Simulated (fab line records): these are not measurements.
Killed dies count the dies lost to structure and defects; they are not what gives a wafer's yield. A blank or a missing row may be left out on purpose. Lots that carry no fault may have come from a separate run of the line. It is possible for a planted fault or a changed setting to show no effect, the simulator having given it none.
Matching of chambers :: flow gf180mcu :: 4 sister chambers for GF_V3_CMP_26 on cmp-02
The step polishes, stops on SiO2, t overpolish 15 s, target thk 0 nm. 8 wafers are shown with their chamber, then 9 later ones without.

## WAFERS WITH THEIR CHAMBER
wafer: L304.2
chamber: 2
motor-current-A (A): 14.0
time-to-endpoint-s (s): 81

wafer: L312.1
chamber: 1
motor-current-A (A): 9.3
time-to-endpoint-s (s): 76

wafer: L312.6
chamber: 0
motor-current-A (A): 13.0
time-to-endpoint-s (s): 81

wafer: L316.3
chamber: 1
motor-current-A (A): 9.1
time-to-endpoint-s (s): 83

wafer: L316.4
chamber: 0
motor-current-A (A): 11.9
time-to-endpoint-s (s): 79

wafer: L320.1
chamber: 3
motor-current-A (A): 12.2
time-to-endpoint-s (s): 85

wafer: L320.5
chamber: 2
motor-current-A (A): 13.3
time-to-endpoint-s (s): 78

wafer: L320.6
chamber: 3
motor-current-A (A): 12.3
time-to-endpoint-s (s): 88

## WAFERS WITHOUT THEIR CHAMBER
wafer: L322.1
motor-current-A (A): 13.3
time-to-endpoint-s (s): 81

wafer: L322.4
motor-current-A (A): 12.1
time-to-endpoint-s (s): 94

wafer: L322.6
motor-current-A (A): 13.2
time-to-endpoint-s (s): 86

wafer: L321.1
motor-current-A (A): 11.8
time-to-endpoint-s (s): 89

wafer: L321.4
motor-current-A (A): 9.0
time-to-endpoint-s (s): 90

wafer: L321.5
motor-current-A (A): 12.2
time-to-endpoint-s (s): 83

wafer: L324.2
motor-current-A (A): 12.9
time-to-endpoint-s (s): 84

wafer: L324.5
motor-current-A (A): 9.3
time-to-endpoint-s (s): 88

wafer: L324.6
motor-current-A (A): 13.1
time-to-endpoint-s (s): 86

## THE CHAMBER EACH PASSED THROUGH
wafer: L322.1
from the rows above: can't be placed: 2 or 0
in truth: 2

wafer: L322.4
from the rows above: 3
in truth: 3

wafer: L322.6
from the rows above: can't be placed: 3 or 2 or 0
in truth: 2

wafer: L321.1
from the rows above: 3
in truth: 3

wafer: L321.4
from the rows above: 1
in truth: 1

wafer: L321.5
from the rows above: can't be placed: 0 or 3
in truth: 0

wafer: L324.2
from the rows above: can't be placed: 3 or 0 or 2
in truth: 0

wafer: L324.5
from the rows above: 1
in truth: 1

wafer: L324.6
from the rows above: can't be placed: 3 or 0 or 2
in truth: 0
Placed correctly: 4 of 9. Can't be placed from these rows: 5 (the true chamber is among the candidates in 5). Number placed wrongly: 0.
How it was worked out, from the rows above alone: a wafer's distance from a chamber is the root of the sum, over the readings, of the square of ((its reading less the chamber's mean) divided by the reading's scatter). If the next closest chamber is less than 2 further off than the closest, the wafer can't be placed; otherwise it belongs to the closest. Each chamber's mean is taken over the wafers shown for it. The scatter is the square root of a quotient: the sum, over the shown wafers, of each reading's squared deviation from its chamber's mean, divided by wafers minus chambers.
